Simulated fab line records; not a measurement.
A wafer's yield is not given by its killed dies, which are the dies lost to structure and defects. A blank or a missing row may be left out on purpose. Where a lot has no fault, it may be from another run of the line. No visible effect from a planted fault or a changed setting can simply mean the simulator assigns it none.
fab line records ; flow gf180mcu
[record] lots = 14; wafers = 42; last-day = 33
route steps=602 shown LVPWELL@62 HV_LDD@184 SAB@264
lots that met no fault: taken from a fault-free run of the same line
start-h: start of the lot's first displayed wafer, in hours after the record's first day ; wait-h: hours elapsed since this lot's preceding step ; " unchanged from the row above ; L1.1+2: several wafers, shown together as one row ; - no value present, or no start provided ; * or withheld: withheld ; < > ~ a bound
route shown NAME@n: NAME is a module with steps in the file, n the number in the route of the first one ; usual: average and standard deviation across the fault-free wafers ; same: alike in all rows ; chamber/n: place in a boat ; sites: per-site readings ; _std_site: standard deviation across them ; _edge_site: outer sites' mean less inner sites' ; radius-mm: how far each site lies from the wafer's centre ; mask NAME#n: copy n ; behind: the most recent tool/chamber to have shaped the wafer ; hold: reason for holding the lot/hours on hold/outcome of the hold ; device: names the non-switching transistor (n, p or np) ; end of line: the tests these same wafers got at the end of their route ; a step given without rows: its recipe and nothing more ; killed: at the first sort, the dies lost to defects and structure; wafer yield is something else ; map: per-die view of a wafer (x killed, . not killed, _ where there is no die)
set.NAME: setting as actually run; set.NAME@STEP: the setting as run at that earlier step ; model.NAME: the simulator's own value behind a step, which no gauge read
route steps across a sampled set of lots; one table per step, one row per wafer
services: the hour from which a tool's chamber was out of use, counted from the record's first day as start-h (under 0 if before that day), plus the number of hours and why
[[steps]]
[step GF_LVPWELL_IMPLANT_08]
[recipe] species = B; energy-kev = 170; dose-cm2 = 1.5e+13; tilt-deg = 0
[usual] beam-on-s = 9.98/0.2; faraday-current-uA = 84.8/1.7; implant-ion-amu = 11/0
lot.wafer;tool;chamber;start-h;wait-h;beam-on-s;faraday-current-uA;implant-ion-amu
L427.2;implanter-04;0;73.15;0.0;10.45;81.1;11
L427.4;implanter-04;0;73.15;0.0;9.53;88.9;11
L427.5;implanter-04;0;73.15;0.0;10.00;84.3;11
L428.1;implanter-01;0;76.88;0.0;10.23;83.2;11
L428.4;implanter-01;0;76.88;0.0;9.58;87.6;11
L428.6;implanter-01;0;76.88;0.0;9.92;85.4;11
L431.1;implanter-01;0;90.38;0.0;9.70;86.9;11
L431.3;implanter-01;0;90.38;0.0;9.88;85.9;11
L431.6;implanter-01;0;90.38;0.0;9.83;86.0;11
L432.3;implanter-01;0;96.30;0.1;9.27;90.8;11
L432.5;implanter-01;0;96.30;0.1;10.03;84.4;11
L432.6;implanter-01;0;96.30;0.1;9.87;85.7;11
L433.2;implanter-03;0;101.65;0.0;9.89;85.6;11
L433.5;implanter-03;0;101.65;0.0;10.06;83.7;11
L433.6;implanter-03;0;101.65;0.0;9.97;84.5;11
L435.2;implanter-04;0;113.37;0.0;9.92;84.9;11
L435.3;implanter-04;0;113.37;0.0;10.03;84.7;11
L435.6;implanter-04;0;113.37;0.0;9.47;88.8;11
L436.1;implanter-04;0;120.52;0.0;9.97;84.9;11
L436.4;implanter-04;0;120.52;0.0;10.26;82.7;11
L436.6;implanter-04;0;120.52;0.0;10.11;83.6;11
L437.2;implanter-04;0;124.55;0.0;10.05;84.0;11
L437.3;implanter-04;0;124.55;0.0;9.83;86.4;11
L437.4;implanter-04;0;124.55;0.0;9.63;88.1;11
L438.1;implanter-03;0;130.08;0.0;10.06;84.1;11
L438.3;implanter-03;0;130.08;0.0;10.36;81.3;11
L438.6;implanter-03;0;130.08;0.0;10.04;84.0;11
L439.1;implanter-01;0;135.15;0.0;10.02;84.4;11
L439.3;implanter-01;0;135.15;0.0;9.95;84.8;11
L439.6;implanter-01;0;135.15;0.0;9.70;87.6;11
L440.1;implanter-03;0;138.00;0.0;9.78;86.6;11
L440.5;implanter-03;0;138.00;0.0;9.95;85.0;11
L440.6;implanter-03;0;138.00;0.0;10.12;83.0;11
L445.4;implanter-01;0;173.42;0.1;10.13;83.2;11
L445.5;implanter-01;0;173.42;0.1;9.93;85.3;11
L445.6;implanter-01;0;173.42;0.1;10.03;84.2;11
L447.1;implanter-03;0;188.07;0.0;9.80;86.3;31
L447.4;implanter-03;0;188.07;0.0;10.09;83.6;31
L447.5;implanter-03;0;188.07;0.0;9.72;87.2;31
L449.3;implanter-03;0;192.45;0.1;9.78;86.2;31
L449.4;implanter-03;0;192.45;0.1;9.77;86.4;31
L449.6;implanter-03;0;192.45;0.1;9.87;85.6;31
[step GF_LVPWELL_TW_MEAS_11]
[usual] LVPWELL_TW = 559/5.1
lot.wafer;tool;chamber;start-h;wait-h;hold;LVPWELL_TW
L427.2;film-metro-03;-;73.54;0.1;-;554
L427.4;film-metro-03;-;73.54;0.1;-;554
L427.5;film-metro-03;-;73.54;0.1;-;554
L428.1;film-metro-03;-;77.28;0.1;-;555
L428.4;film-metro-03;-;77.28;0.1;-;554
L428.6;film-metro-03;-;77.28;0.1;-;557
L431.1;film-metro-03;-;90.78;0.1;-;552
L431.3;film-metro-03;-;90.78;0.1;-;555
L431.6;film-metro-03;-;90.78;0.1;-;556
L432.3;film-metro-01;-;96.67;0.1;-;564
L432.5;film-metro-01;-;96.67;0.1;-;563
L432.6;film-metro-01;-;96.67;0.1;-;565
L433.2;film-metro-02;-;102.04;0.1;-;554
L433.5;film-metro-02;-;102.04;0.1;-;557
L433.6;film-metro-02;-;102.04;0.1;-;557
L435.2;film-metro-03;-;113.76;0.1;-;549
L435.3;film-metro-03;-;113.76;0.1;-;547
L435.6;film-metro-03;-;113.76;0.1;-;551
L436.1;film-metro-01;-;120.92;0.1;-;567
L436.4;film-metro-01;-;120.92;0.1;-;562
L436.6;film-metro-01;-;120.92;0.1;-;565
L437.2;film-metro-02;-;124.94;0.1;-;560
L437.3;film-metro-02;-;124.94;0.1;-;559
L437.4;film-metro-02;-;124.94;0.1;-;560
L438.1;film-metro-02;-;130.48;0.1;-;559
L438.3;film-metro-02;-;130.48;0.1;-;557
L438.6;film-metro-02;-;130.48;0.1;-;558
L439.1;film-metro-03;-;135.55;0.1;-;551
L439.3;film-metro-03;-;135.55;0.1;-;547
L439.6;film-metro-03;-;135.55;0.1;-;551
L440.1;film-metro-01;-;138.40;0.1;-;566
L440.5;film-metro-01;-;138.40;0.1;-;567
L440.6;film-metro-01;-;138.40;0.1;-;565
L445.4;film-metro-02;-;173.78;0.1;-;559
L445.5;film-metro-02;-;173.78;0.1;-;559
L445.6;film-metro-02;-;173.78;0.1;-;557
L447.1;film-metro-02;-;188.47;0.1;await-dispo/0.2h/release;1304
L447.4;film-metro-02;-;188.47;0.1;await-dispo/0.2h/release;1300
L447.5;film-metro-02;-;188.47;0.1;await-dispo/0.2h/release;1303
L447.1;film-metro-02;-;188.70;0.2;-;1302
L447.4;film-metro-02;-;188.70;0.2;-;1307
L447.5;film-metro-02;-;188.70;0.2;-;1297
L449.3;film-metro-02;-;192.82;0.1;await-dispo/0.2h/release;1302
L449.4;film-metro-02;-;192.82;0.1;await-dispo/0.2h/release;1305
L449.6;film-metro-02;-;192.82;0.1;await-dispo/0.2h/release;1298
L449.3;film-metro-02;-;193.04;0.2;-;1309
L449.4;film-metro-02;-;193.04;0.2;-;1294
L449.6;film-metro-02;-;193.04;0.2;-;1302
[step GF_HV_LDD_OVL_MEAS_08]
[usual] HV_LDD_OVL = 1.5/1.5
lot.wafer;tool;chamber;start-h;wait-h;HV_LDD_OVL[nm]
L427.2;overlay-01;-;217.79;0.1;2.4
L427.4;overlay-01;-;217.79;0.1;3.7
L427.5;overlay-01;-;217.79;0.1;3.6
L428.1;overlay-02;-;223.84;0.1;0.7
L428.4;overlay-02;-;223.84;0.1;2.2
L428.6;overlay-02;-;223.84;0.1;1.3
L431.1;overlay-01;-;242.11;0.1;3.3
L431.3;overlay-01;-;242.11;0.1;2.6
L431.6;overlay-01;-;242.11;0.1;3.3
L432.3;overlay-01;-;249.25;0.1;2.0
L432.5;overlay-01;-;249.25;0.1;2.9
L432.6;overlay-01;-;249.25;0.1;3.0
L433.2;overlay-02;-;255.25;0.1;2.4
L433.5;overlay-02;-;255.25;0.1;4.4
L433.6;overlay-02;-;255.25;0.1;1.2
L435.2;overlay-01;-;271.14;0.1;0.2
L435.3;overlay-01;-;271.14;0.1;-1.4
L435.6;overlay-01;-;271.14;0.1;-0.3
L436.1;overlay-01;-;278.24;0.1;-1.4
L436.4;overlay-01;-;278.24;0.1;-0.9
L436.6;overlay-01;-;278.24;0.1;0.0
L437.2;overlay-02;-;284.89;0.1;0.6
L437.3;overlay-02;-;284.89;0.1;0.7
L437.4;overlay-02;-;284.89;0.1;0.9
L438.1;overlay-02;-;295.86;0.1;2.0
L438.3;overlay-02;-;295.86;0.1;1.5
L438.6;overlay-02;-;295.86;0.1;2.3
L439.1;overlay-02;-;300.89;0.1;2.8
L439.3;overlay-02;-;300.89;0.1;2.6
L439.6;overlay-02;-;300.89;0.1;2.3
L440.1;overlay-02;-;304.69;0.1;5.6
L440.5;overlay-02;-;304.69;0.1;5.9
L440.6;overlay-02;-;304.69;0.1;4.7
L445.4;overlay-01;-;351.60;0.1;-1.1
L445.5;overlay-01;-;351.60;0.1;0.2
L445.6;overlay-01;-;351.60;0.1;0.6
[step GF_SAB_CVD_00]
[recipe] material = SiO2; target-thk-nm = 50; precursor = TEOS; temp-c = 400; time-s = 4.9302; rf-w = 600
[usual] heater-power-w = 627/93
lot.wafer;tool;chamber;start-h;wait-h;heater-power-w
L427.2;pecvd-01;2;318.52;0.1;624
L427.4;pecvd-01;0;318.52;0.1;797
L427.5;pecvd-01;2;318.52;0.1;613
L428.1;pecvd-02;1;325.17;0.1;635
L428.4;pecvd-02;2;325.17;0.1;760
L428.6;pecvd-02;1;325.17;0.1;636
L431.1;pecvd-01;0;346.76;0.1;780
L431.3;pecvd-01;2;346.76;0.1;556
L431.6;pecvd-01;0;346.76;0.1;746
L432.3;pecvd-02;1;353.72;0.1;610
L432.5;pecvd-02;2;353.72;0.1;700
L432.6;pecvd-02;0;353.72;0.1;585
L433.2;pecvd-01;2;360.53;0.1;619
L433.5;pecvd-01;0;360.53;0.1;813
L433.6;pecvd-01;1;360.53;0.1;513
L435.2;pecvd-04;1;381.00;0.1;689
L435.3;pecvd-04;0;381.00;0.1;479
L435.6;pecvd-04;0;381.00;0.1;467
L436.1;pecvd-02;2;389.43;0.1;668
L436.4;pecvd-02;2;389.43;0.1;664
L436.6;pecvd-02;1;389.43;0.1;616
L437.2;pecvd-01;2;398.03;0.1;618
L437.3;pecvd-01;2;398.03;0.1;624
L437.4;pecvd-01;1;398.03;0.1;505
L438.1;pecvd-02;2;409.32;0.1;769
L438.3;pecvd-02;0;409.32;0.1;619
L438.6;pecvd-02;0;409.32;0.1;618
L439.1;pecvd-01;0;415.47;0.1;682
L439.3;pecvd-01;1;415.47;0.1;512
L439.6;pecvd-01;0;415.47;0.1;697
L440.1;pecvd-04;2;419.62;0.1;558
L440.5;pecvd-04;2;419.62;0.1;554
L440.6;pecvd-04;0;419.62;0.1;551
L445.4;pecvd-01;1;479.08;0.0;450
L445.5;pecvd-01;2;479.08;0.0;578
L445.6;pecvd-01;0;479.08;0.0;758
[step GF_SAB_CD_MEAS_09]
[recipe] target-cd-nm = 420
[usual] cd-nm = 420.0/2.3
lot.wafer;tool;chamber;start-h;wait-h;cd-nm
L427.2;cd-sem-01;-;339.68;0.1;421.4
L427.4;cd-sem-01;-;339.68;0.1;421.8
L427.5;cd-sem-01;-;339.68;0.1;419.9
L428.1;cd-sem-02;-;346.69;0.1;423.8
L428.4;cd-sem-02;-;346.69;0.1;417.9
L428.6;cd-sem-02;-;346.69;0.1;421.7
L431.1;cd-sem-01;-;368.56;0.1;419.2
L431.3;cd-sem-01;-;368.56;0.1;419.8
L431.6;cd-sem-01;-;368.56;0.1;421.2
L432.3;cd-sem-01;-;376.60;0.1;417.0
L432.5;cd-sem-01;-;376.60;0.1;417.2
L432.6;cd-sem-01;-;376.60;0.1;416.0
L433.2;cd-sem-02;-;383.88;0.1;420.8
L433.5;cd-sem-02;-;383.88;0.1;420.4
L433.6;cd-sem-02;-;383.88;0.1;420.1
L435.2;cd-sem-02;-;403.40;0.1;423.7
L435.3;cd-sem-02;-;403.40;0.1;423.8
L435.6;cd-sem-02;-;403.40;0.1;423.3
L436.1;cd-sem-02;-;412.11;0.1;422.3
L436.4;cd-sem-02;-;412.11;0.1;422.0
L436.6;cd-sem-02;-;412.11;0.1;418.3
L437.2;cd-sem-02;-;421.28;0.1;421.3
L437.3;cd-sem-02;-;421.28;0.1;422.8
L437.4;cd-sem-02;-;421.28;0.1;421.1
L438.1;cd-sem-02;-;433.13;0.1;417.4
L438.3;cd-sem-02;-;433.13;0.1;419.2
L438.6;cd-sem-02;-;433.13;0.1;419.5
L439.1;cd-sem-01;-;439.76;0.1;420.3
L439.3;cd-sem-01;-;439.76;0.1;421.6
L439.6;cd-sem-01;-;439.76;0.1;420.7
L440.1;cd-sem-02;-;443.63;0.1;422.7
L440.5;cd-sem-02;-;443.63;0.1;424.6
L440.6;cd-sem-02;-;443.63;0.1;422.3
L445.4;cd-sem-01;-;502.19;0.1;419.1
L445.5;cd-sem-01;-;502.19;0.1;418.9
L445.6;cd-sem-01;-;502.19;0.1;420.4
[[services]]
tool;chamber;start-h;hours;kind
pecvd-02;2;84.70;6.8;repair
implanter-04;-;115.33;3.2;pm
pecvd-02;-;145.31;1.0;repair
pecvd-04;-;160.62;14.0;pm
implanter-01;-;185.74;14.9;repair
implanter-01;-;223.43;2.8;repair
pecvd-01;-;226.26;2.8;repair
pecvd-04;1;232.12;13.0;repair
pecvd-04;-;234.06;5.5;pm
implanter-04;-;242.24;3.0;repair
pecvd-01;-;248.89;0.8;repair
implanter-04;-;284.62;19.1;pm
pecvd-04;1;284.76;5.6;repair
pecvd-02;1;298.14;2.1;repair
implanter-03;-;303.96;4.1;pm
implanter-04;-;308.37;3.4;repair
pecvd-01;-;359.15;0.9;repair
pecvd-01;-;368.88;14.0;pm
pecvd-01;0;382.92;30.2;repair
implanter-04;-;383.68;3.3;pm
implanter-03;-;390.98;0.7;repair
implanter-04;-;391.99;3.4;repair
implanter-01;-;397.28;5.0;pm
implanter-03;-;469.69;4.1;pm
[[key]]
[first-sign] step = GF_LVPWELL_IMPLANT_08; reading = implant-ion-amu; direction = up; sigmas = 99+; usual = 11; struck = 31
[effect] step = GF_LVPWELL_TW_MEAS_11; reading = visit; direction = added
[effect] step = GF_LVPWELL_TW_MEAS_11; reading = LVPWELL_TW; direction = up; sigmas = 99+; usual = 559; struck = 1302
met-at GF_LVPWELL_IMPLANT_08
struck-lots L447,L449
scrapped-behind GF_LVPWELL_TW_MEAS_11 L447.1,L447.4,L447.5,L449.3,L449.4,L449.6
not-acting-at GF_HV_LDD_OVL_MEAS_08,GF_SAB_CVD_00,GF_SAB_CD_MEAS_09
onset-between 138.00 188.07
[fault] kind = wrong-recipe-download; tool = implanter-01,implanter-03,implanter-04; chamber = -; onset-h = 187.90; steps = GF_LVPWELL_IMPLANT_08; wrong-recipe.not-listed = 1
